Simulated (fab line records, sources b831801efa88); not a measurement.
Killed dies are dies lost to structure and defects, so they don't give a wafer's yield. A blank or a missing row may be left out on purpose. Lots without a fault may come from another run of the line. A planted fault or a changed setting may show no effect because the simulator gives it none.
Which tool did it? | flow gf180mcu | 6 lots, 18 wafers sampled, at 2 steps of a route of 602

WHAT THE GAUGES READ, wafer by wafer
GF_M3_THK_MEAS_06: measures by xrf.
lot  | measured     | on            | M3_ALCU_THK (nm)
L955 | day 21 03:26 | film_metro-01 | 432 436 438
L959 | day 22 09:03 | film_metro-02 | 448 444 437
L963 | day 23 16:37 | film_metro-03 | 457 456 456
L964 | day 24 05:23 | film_metro-03 | 442 449 435
L975 | day 27 06:52 | film_metro-02 | 448 444 446
L977 | day 28 01:23 | film_metro-03 | 450 449 456

WHICH TOOL RAN EACH LOT (tool, then ch and the chambers of the sampled wafers, then the start)
lot  | GF_V2_STRIP_18
L955 | plasma_asher-01 ch 0,1, day 21 01:51
L959 | plasma_asher-03 ch 0,1, day 22 07:28
L963 | plasma_asher-01 ch 0,1, day 23 15:03
L964 | plasma_asher-01 ch 0,1, day 24 03:48
L975 | plasma_asher-01 ch 0,1, day 27 05:18
L977 | plasma_asher-02 ch 0,1, day 27 23:48
- GF_V2_STRIP_18: strips in O2/N2.

THE ANSWER, worked out from the rows above alone
Rule: what is usual is taken from the lots themselves. Put in order of their means at a reading, lots are off if they are a third of the lots or fewer, leave a main group of 4 or more, and stand apart from it by a gap of 3 or more times the standard deviation of the main group's means; of several such gaps the widest counts. A main group whose means are all the same, to the digits that the tables above print for the reading, isn't used. A lot without any number at a reading at which 4 lots or more have one is off too. The other lots that the step has rows for count as sound.
No lot is off at any reading shown: from this, nothing can be told.

WHAT THE SIMULATOR HAD PUT IN
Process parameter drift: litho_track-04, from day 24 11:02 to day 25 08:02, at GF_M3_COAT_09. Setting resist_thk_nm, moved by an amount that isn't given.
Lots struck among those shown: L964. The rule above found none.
